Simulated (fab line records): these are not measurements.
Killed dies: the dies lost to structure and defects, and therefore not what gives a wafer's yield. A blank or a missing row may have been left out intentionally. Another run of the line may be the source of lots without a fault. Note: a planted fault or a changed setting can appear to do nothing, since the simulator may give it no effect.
Which tool did it? | flow sky130 | 14 lots, 42 wafers sampled, at 2 steps of a route of 708

== WHAT THE GAUGES SHOWED, per wafer ==
The record holds no reading of a measuring or inspecting step that can be judged against a usual standard deviation.

== WHAT TOOL EACH LOT RAN ON (gives the tool, then ch and the chambers of the sampled wafers, and finally the start) ==
lot  | SKY_VIA1_CMP_02               | SKY_PAD_OPEN_PROBE_99
L808 | cmp-02 ch 0,1,2, day 32 12:53 | prober-01, day 45 10:25
L809 | cmp-01 ch 1,2,3, day 32 22:38 | prober-02, day 45 22:16
L810 | cmp-01 ch 0,1,2, day 33 17:37 | prober-01, day 46 09:44
L811 | cmp-02 ch 0,1, day 34 07:25   | prober-01, day 46 21:01
L813 | cmp-01 ch 0,1,3, day 34 09:32 | prober-02, day 46 22:13
L815 | cmp-02 ch 1,2, day 35 03:29   | prober-02, day 47 12:52
L816 | cmp-01 ch 0,2, day 35 11:10   | prober-01, day 47 18:11
L818 | cmp-02 ch 0,1,2, day 36 04:29 | prober-01, day 48 07:52
L824 | cmp-01 ch 0,3, day 37 20:42   | prober-01, day 49 11:10
L825 | cmp-02 ch 0,1,3, day 38 04:04 | prober-02, day 49 17:51
L826 | cmp-02 ch 0,1,3, day 38 05:25 | prober-01, day 49 18:52
L827 | cmp-01 ch 0,3, day 38 20:56   | prober-02, day 50 05:10
L828 | cmp-01 ch 0,2,3, day 39 04:56 | prober-01, day 50 10:26
L831 | cmp-02 ch 0,2,3, day 40 12:55 | prober-01, day 51 05:28
- SKY_VIA1_CMP_02: polishes SiO2.
- SKY_PAD_OPEN_PROBE_99

== WHAT THE TOOLS THEMSELVES READ (means of the sampled wafers that have a number; where no wafer has one, the mark that the record gives instead) ==
SKY_VIA1_CMP_02. Usual: motor_current_A 11.6 A, standard deviation 1; slurry_flow_ml_min 150.0, standard deviation 0.51.
lot  | tool   | motor_current_A (A) | slurry_flow_ml_min | flag
L808 | cmp-02 | 11.0                | 150.2              |
L809 | cmp-01 | 11.5                | 149.9              |
L810 | cmp-01 | 12.0                | 149.9              |
L811 | cmp-02 | 11.8                | 150.3              |
L813 | cmp-01 | 11.5                | 150.1              |
L815 | cmp-02 | 10.6                | 149.9              |
L816 | cmp-01 | 12.0                | 149.9              |
L818 | cmp-02 | 11.1                | 150.1              |
L824 | cmp-01 | 10.9                | 149.8              |
L825 | cmp-02 | 12.0                | 149.9              |
L826 | cmp-02 | 11.7                | 149.6              |
L827 | cmp-01 | 11.4                | 149.8              |
L828 | cmp-01 | 11.3                | 150.4              |
L831 | cmp-02 | 12.5                | 150.0              |

SKY_PAD_OPEN_PROBE_99. Usual: defect_limited_yield 82.4 %, standard deviation 1.9; killed_at_M0_to_M3 44, standard deviation 7.2; killed_at_M4_up 3.4, standard deviation 2.1; killed_at_contacts 24, standard deviation 5.5; killed_at_front_end 15, standard deviation 4.6; killed_at_other 0.4, standard deviation 0.64; killed_dies 86, standard deviation 9.1; killed_on_rim 17, standard deviation 3.8; killed_open 47, standard deviation 7.5; killed_short 39, standard deviation 5.8; sort_bin_3_pad_short 0.9 %, standard deviation 0.41; sort_bin_5_function 10.4 %, standard deviation 1.5; sort_bin_6_memory 6.3 %, standard deviation 1.2; sort_n_pass 406, standard deviation 9.1; sort_yield_pct 82.4 %, standard deviation 1.9.
lot  | tool      | defect_limited_yield (%) | killed_at_M0_to_M3 | killed_at_M4_up | killed_at_contacts | killed_at_front_end | killed_at_other | killed_dies | killed_on_rim | killed_open | killed_short | sort_bin_3_pad_short (%) | sort_bin_5_function (%) | sort_bin_6_memory (%) | sort_n_pass | sort_yield_pct (%) | flag
L808 | prober-01 | 82.2                     | 45                 | 4.3             | 20                 | 18                  | 0.3             | 88          | 14            | 52          | 36           | 0.8                      | 10.9                    | 6.1                   | 404         | 82.2               |
L809 | prober-02 | 82.5                     | 41                 | 2.7             | 24                 | 18                  | 0.3             | 86          | 14            | 47          | 39           | 0.9                      | 10.7                    | 5.8                   | 406         | 82.5               |
L810 | prober-01 | 82.7                     | 42                 | 4.7             | 25                 | 13                  | 0.0             | 85          | 14            | 46          | 39           | 0.9                      | 10.5                    | 5.9                   | 407         | 82.7               |
L811 | prober-01 | 83.5                     | 35                 | 5.0             | 27                 | 14                  | 0.3             | 81          | 18            | 43          | 38           | 1.1                      | 8.6                     | 6.7                   | 411         | 83.5               |
L813 | prober-02 | 81.7                     | 46                 | 1.7             | 28                 | 14                  | 0.3             | 90          | 17            | 49          | 41           | 1.3                      | 10.9                    | 6.2                   | 402         | 81.7               |
L815 | prober-02 | 82.3                     | 39                 | 5.3             | 25                 | 18                  | 0.3             | 87          | 16            | 46          | 41           | 1.1                      | 10.6                    | 5.9                   | 405         | 82.3               |
L816 | prober-01 | 83.5                     | 42                 | 2.7             | 20                 | 15                  | 0.7             | 81          | 19            | 46          | 35           | 0.3                      | 10.4                    | 5.7                   | 411         | 83.5               |
L818 | prober-01 | 82.9                     | 43                 | 5.7             | 24                 | 11                  | 0.3             | 84          | 14            | 44          | 40           | 0.9                      | 10.1                    | 6.1                   | 408         | 82.9               |
L824 | prober-01 | 83.5                     | 47                 | 4.0             | 18                 | 12                  | 0.3             | 81          | 17            | 43          | 38           | 0.8                      | 10.1                    | 5.6                   | 411         | 83.5               |
L825 | prober-02 | 53.4                     | 191                | 2.0             | 22                 | 14                  | 0.3             | 229         | 46            | 47          | 33           | 2.9                      | 27.8                    | 15.8                  | 263         | 53.4               | OFF
L826 | prober-01 | 57.1                     | 179                | 3.3             | 19                 | 10                  | 0.0             | 211         | 43            | 33          | 40           | 2.6                      | 26.3                    | 14.0                  | 281         | 57.1               | OFF
L827 | prober-02 | 84.7                     | 41                 | 3.0             | 19                 | 12                  | 0.3             | 75          | 15            | 40          | 34           | 0.5                      | 9.1                     | 5.7                   | 417         | 84.7               |
L828 | prober-01 | 83.5                     | 45                 | 2.3             | 24                 | 10                  | 0.3             | 81          | 14            | 42          | 39           | 1.1                      | 9.1                     | 6.4                   | 411         | 83.5               |
L831 | prober-01 | 81.0                     | 48                 | 4.0             | 26                 | 16                  | 0.0             | 93          | 16            | 53          | 40           | 0.7                      | 12.2                    | 6.0                   | 399         | 81.0               |

== THE ANSWER, worked out from the rows above alone ==
Rule: a lot is off if the mean of its wafers that have a number lies more than 3 standard deviations from the usual mean. Also off: a lot with no number at a reading for which 4 or more lots have one. Any other lot the step has rows for is counted as sound. The gauges are gone through in route order, then the tools' own readings, and for those a lot's mean is taken as printed above. At the first step where some lot is off, the reading lying furthest off is the one used; lots without a number count as furthest.
Off: L825, L826 (SKY_PAD_OPEN_PROBE_99, killed_at_M0_to_M3).
If a tool, at that step or one of the process steps before it, ran each lot that is off and ran no sound lot following the first of them, it fits. Of those tried, none fits.

== WHAT WAS PUT IN BY THE SIMULATOR ==
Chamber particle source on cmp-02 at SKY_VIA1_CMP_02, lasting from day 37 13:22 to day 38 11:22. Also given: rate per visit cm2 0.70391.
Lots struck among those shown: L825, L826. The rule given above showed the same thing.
